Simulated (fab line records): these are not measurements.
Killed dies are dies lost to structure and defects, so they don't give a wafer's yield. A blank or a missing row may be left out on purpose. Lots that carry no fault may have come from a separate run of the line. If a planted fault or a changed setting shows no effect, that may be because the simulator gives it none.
A lot that was struck, set against a sound lot ; flow sky130 ; 17 steps out of a route of 708
Sound: wafers L732.2, L732.3, L732.4. Struck: wafers L754.4, L754.5, L754.6. Last of all comes the cause.
Per side, at each step with rows, come the tool, then ch with its chambers, and then its first start. Under that, the readings that differ: sound wafers ; struck wafers ; difference of the means ; sigmas: that difference in standard deviations of wafers without a fault.
alike: a reading whose means differ by less than 2 such deviations, as well as words and numbers matching on both sides. not compared: withheld readings; readings where some wafer has no value; bounds like >300 that might hide an equal value; numbers whose values overlap and for which the record gives no deviation.
A row with sigmas, a row that says differs or no value, or rows on one side alone: a step with any of these is where the two part. Numbers that have no deviation but don't overlap get no sigmas and don't part them. Lack of a reading on every wafer of one side parts them only where that side has two or more wafers.

SKY_POLY_GATE_THK_MEAS_04:
  sound on film_metro-04, day 14 23:44; struck on film_metro-02, day 23 05:14
  alike: POLY_GATE_CVD_03_THK
then, 8 steps without rows for these wafers: SKY_POLY_GATE_DEHYDRATE_05 (time 60 s); SKY_POLY_GATE_HMDS_06 (prime time 60 s); SKY_POLY_GATE_COAT_07 (resist thk 110 nm); SKY_POLY_GATE_COAT_08 (resist thk 450 nm); SKY_POLY_GATE_SOFTBAKE_09 (time 90 s); SKY_POLY_GATE_EXPOSE_10 (exposes mask P1M, target cd 150 nm); SKY_POLY_GATE_PEB_11; SKY_POLY_GATE_DEVELOP_12 (develop time 60 s).
SKY_POLY_GATE_CD_MEAS_13: the cd target is 150 nm.
  sound on cd_sem-01, day 16 03:22; struck on cd_sem-02, day 24 12:08
  alike: cd_nm
SKY_POLY_GATE_OVL_MEAS_14:
  sound on overlay-02, day 16 03:28; struck on overlay-02, day 24 12:13
  alike: POLY_GATE_OVL
SKY_POLY_GATE_ETCH_15: etches BARC in N2/H2, stops on SiO2, time 118.5 s, target depth 110 nm.
  sound on rie_diel-02 ch 1,2,3, day 16 03:30; struck on rie_diel-02 ch 0,1,2, day 24 12:14
  alike: bias_w, chamber_pressure_mTorr, drypump_motor_current_A, oes_product_au, throttle_valve_pct
  not compared: rf_hours_counter_h
SKY_POLY_GATE_ETCH_16: etches Si3N4 in CH3F/O2, stops on poly-Si, time 147.5 s, target depth 75 nm.
  sound on rie_diel-02 ch 1,2,3, day 16 03:35; struck on rie_diel-02 ch 0,1,2, day 24 12:19
  no value came back on the struck wafers for any of 6 readings (O2_flow_sccm (sccm), bias_w (W) and others); on the sound wafers O2_flow_sccm (sccm) reads 30.12 30.03 29.94
reading;sound;struck;difference;sigmas
model.KrF-thick_of_POLY_GATE_COAT_08.thk_nm (nm);235.1 234.4 235.6;341.6 344 344.3;+108.3;
SKY_POLY_GATE_ETCH_17: etches poly-Si in HBr/Cl2, stops on SiO2, target depth 180 nm, time 70.5 s.
  sound on rie_si-02 ch 0,2,3, day 16 03:41; struck on rie_si-02 ch 0,1,2, day 24 12:26
reading;sound;struck;difference;sigmas
rf_hours_counter_h (h);40 84 64;- - -;no value on the struck wafers;
model.KrF-thick_of_POLY_GATE_COAT_08.thk_nm (nm);141.1 140.1 141.6;247.7 251.8 249.9;+108.9;
  alike: HBr_flow_sccm, bias_w, drypump_motor_current_A, oes_product_au, throttle_valve_pct
SKY_POLY_GATE_STRIP_18: strips in O2/N2.
  sound on plasma_asher-01 ch 0,1, day 16 03:44; struck on plasma_asher-01 ch 0,1, day 24 12:30
reading;sound;struck;difference;sigmas
oes_product_au (a.u.);0.367 0.353 0.363;0.407 0.401 0.420;+0.048;+11
strip_time_to_endpoint_s (s);3.175 3.178 3.183;4.327 4.354 4.353;+1.166;+42
  alike: drypump_motor_current_A
  not compared: rf_hours_counter_h
then, 1 step without rows for these wafers: SKY_POLY_GATE_CLEAN_19 (cleans in SC1/SC2, time 150 s).
-- here the record skips 26 days between the struck wafers' starts before and after, leaving off in module POLY_GATE and picking up in module PAD_OPEN (first step shown: number 708 of the route) --
SKY_PAD_OPEN_PROBE_99:
  sound on prober-02, day 45 17:40; struck on prober-02, day 50 20:43
reading;sound;struck;difference;sigmas
killed_at_front_end;11 15 14;418 412 419;+403;+99 or more
killed_dies;69 84 86;492 492 492;+412;+47
killed_on_rim;17 20 18;96 96 96;+78;+21
killed_open;39 37 47;51 59 56;+14;+2
  alike: killed_at_M0_to_M3, killed_at_M4_up, killed_at_contacts, killed_at_other, killed_short

== WHERE THEY PART ==
First at SKY_POLY_GATE_ETCH_16; last, within this record, at SKY_PAD_OPEN_PROBE_99.

WHY: whatever the simulator had introduced
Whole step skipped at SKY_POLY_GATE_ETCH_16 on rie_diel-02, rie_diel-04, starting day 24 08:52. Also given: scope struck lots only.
